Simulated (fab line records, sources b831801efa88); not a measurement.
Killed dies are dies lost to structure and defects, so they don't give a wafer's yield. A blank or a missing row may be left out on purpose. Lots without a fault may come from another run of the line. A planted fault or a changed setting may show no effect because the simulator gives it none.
Split-lot experiment | flow gf180mcu | 5 lots, 23 wafers read, on a route of 602 steps

THE SPLIT
At GF_MVSD_STRIP_10 (strips in O2/N2), the setting power_w was moved away from the recipe's 1400 W on 7 of the 23 wafers read, by -7.8% to +9.7%. The other wafers ran this setting at the recipe's value.

The reading is taken at the split's own step.

THE READING
oes_product_au, in a.u., at GF_MVSD_STRIP_10 (strips in O2/N2). Fault-free wafers of this fab line usually give 0.723 a.u., standard deviation 0.0039 a.u..

wafer  | tool, chamber at the split | power_w as run, W | against the recipe | oes_product_au, a.u. | against lot-mates on the recipe
L074.1 | plasma_asher-04, 1         | 1400              | recipe             | 0.727                | -
L074.2 | plasma_asher-04, 0         | 1400              | recipe             | 0.720                | -
L074.3 | plasma_asher-04, 1         | 1400              | recipe             | 0.722                | -
L074.4 | plasma_asher-04, 0         | 1400              | recipe             | 0.727                | -
L074.6 | plasma_asher-04, 0         | 1400              | recipe             | 0.725                | -
L076.1 | plasma_asher-01, 0         | 1536              | +9.7%              | 0.760                | +0.034
L076.2 | plasma_asher-01, 1         | 1400              | recipe             | 0.726                | -
L076.4 | plasma_asher-01, 1         | 1400              | recipe             | 0.727                | -
L076.5 | plasma_asher-01, 1         | 1400              | recipe             | 0.724                | -
L076.6 | plasma_asher-01, 0         | 1536              | +9.7%              | 0.763                | +0.037
L077.1 | plasma_asher-04, 1         | 1400              | recipe             | 0.723                | -
L077.5 | plasma_asher-04, 1         | 1400              | recipe             | 0.720                | -
L077.6 | plasma_asher-04, 0         | 1400              | recipe             | 0.717                | -
L078.1 | plasma_asher-04, 1         | 1291              | -7.8%              | 0.687                | -0.035
L078.2 | plasma_asher-04, 0         | 1400              | recipe             | 0.715                | -
L078.4 | plasma_asher-04, 0         | 1291              | -7.8%              | 0.691                | -0.031
L078.5 | plasma_asher-04, 1         | 1400              | recipe             | 0.727                | -
L078.6 | plasma_asher-04, 0         | 1400              | recipe             | 0.723                | -
L080.2 | plasma_asher-04, 0         | 1400              | recipe             | 0.723                | -
L080.3 | plasma_asher-04, 1         | 1334              | -4.7%              | 0.702                | -0.024
L080.4 | plasma_asher-04, 0         | 1400              | recipe             | 0.728                | -
L080.5 | plasma_asher-04, 0         | 1334              | -4.7%              | 0.702                | -0.024
L080.6 | plasma_asher-04, 1         | 1334              | -4.7%              | 0.699                | -0.027

THE FIT
A straight line over all 23 wafers: oes_product_au changes by +0.00421 a.u. for each +1% of power_w; r = +0.98; the points scatter about the line by 0.0036 a.u..
The same after taking each lot's own level away (the mean of its wafers on the recipe; 23 wafers): +0.00409 a.u. for each +1%; r = +0.98; scatter 0.0035 a.u..
On that fit, the largest move of power_w shifts the reading by 0.04 a.u..
The lots' own levels span 0.7200 to 0.7257 a.u., that is 1.5 times the standard deviation above.
So the lot-to-lot level changes the slope little: the two slopes agree.
Check: with one of the wafers moved furthest among these (+9.7%) left out of the fit, the line predicts +0.0407 a.u. for it against its lot-mates. It came out at +0.0343 a.u. against them.
Tool readings at the split's step, against how far the setting was moved: oes_product_au r = +0.98; strip_time_to_endpoint_s r = -0.99.

OTHER SPLITS ON THESE WAFERS
These wafers also went through other splits before the reading. Each is held against what the fit with the lots' levels taken away leaves over:
other split on the same wafers     | wafers away from the commonest value | r with oes_product_au (lot level and that fit taken away)
GF_STI_COAT_07 resist_thk_nm       | 11                                   | -0.13
GF_STI_PEB_10 peb_time_s           | 6                                    | +0.33
GF_STI_CVD_23 sih4_flow_sccm       | 8                                    | +0.26
GF_STI_OXIDATION_29 ox_time_s      | 15                                   | -0.20
GF_NWELL_EXPOSE_04 dose_mj         | 4                                    | +0.25
GF_NWELL_STRIP_10 o2_flow_sccm     | 8                                    | -0.07
GF_LVPWELL_STRIP_10 pressure_mtorr | 15                                   | +0.10

THE WHOLE CHAIN: every reading that the file lists as answering this split, in the file's order
step             | what it does    | reading                  | change (the file's fit)                   | r (the file's)
GF_MVSD_STRIP_10 | strips in O2/N2 | oes_product_au           | +0.00409 a.u. for each +1% of the setting | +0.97
GF_MVSD_STRIP_10 | strips in O2/N2 | strip_time_to_endpoint_s | withheld for each +1% of the setting      | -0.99

THE FILE'S OWN FIT
oes_product_au changes by +0.00409 a.u. for each +1% of power_w, r = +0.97.
